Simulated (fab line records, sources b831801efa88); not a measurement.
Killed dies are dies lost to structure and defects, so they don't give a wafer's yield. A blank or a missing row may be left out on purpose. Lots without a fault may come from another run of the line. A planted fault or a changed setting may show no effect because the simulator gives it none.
One fault seen from 2 desks | flow sfq_line | each desk has only its own numbers; what lay behind them comes last

THE TOOL OWNER'S DESK: rie_metal-01
The tool's own readings at SFQ_TRILAYER_M5_BARC_OPEN_METAL_ETCH_161 (etches BARC in O2, target depth 125 nm, time 41.7 s): means of the sampled wafers that have a number, for each lot that ran on this tool. A lot is out of limits, marked OUT, if its mean lies more than 4 standard deviations from the usual mean; the brackets give that distance.
Columns: A = chamber_pressure_mTorr at SFQ_TRILAYER_M5_BARC_OPEN_METAL_ETCH_161, usual 10.000 mTorr; B = drypump_motor_current_A at SFQ_TRILAYER_M5_BARC_OPEN_METAL_ETCH_161, usual 6.1 A; C = he_backside_leak_sccm at SFQ_TRILAYER_M5_BARC_OPEN_METAL_ETCH_161, usual 3.5 sccm; D = oes_product_au at SFQ_TRILAYER_M5_BARC_OPEN_METAL_ETCH_161, usual 0.685 a.u.
lot  | first seen here | A      | B   | C   | D
L622 | day 49 12:19    | 9.998  | 6.3 | 3.3 | 0.684
L624 | day 50 01:30    | 9.998  | 6.4 | 3.3 | 0.687
L628 | day 51 01:17    | 10.006 | 6.3 | 3.2 | 0.688
This desk's finding: nothing out of limits on any of the 3 lots.

THE METROLOGY DESK
What the gauges read, lot by lot, whatever tool the lot ran on: means of the sampled wafers that have a number. A lot is out of limits, marked OUT, if its mean lies more than 4 standard deviations from the usual mean; the brackets give that distance.
Columns: A = M5_OVL at SFQ_M5_OVL_MEAS_932, usual 0 nm
lot  | first seen here | A
L616 | day 46 05:04    | 7
L622 | day 49 12:16    | 1
L623 | day 49 20:39    | -2
L624 | day 50 01:28    | 3
L625 | day 50 05:04    | -9
L628 | day 51 01:15    | -1
This desk's finding: nothing out of limits on any of the 6 lots.

PUT TOGETHER
The tool owner's desk saw nothing out of limits.
The metrology desk saw nothing out of limits.

WHAT THE SIMULATOR HAD PUT IN
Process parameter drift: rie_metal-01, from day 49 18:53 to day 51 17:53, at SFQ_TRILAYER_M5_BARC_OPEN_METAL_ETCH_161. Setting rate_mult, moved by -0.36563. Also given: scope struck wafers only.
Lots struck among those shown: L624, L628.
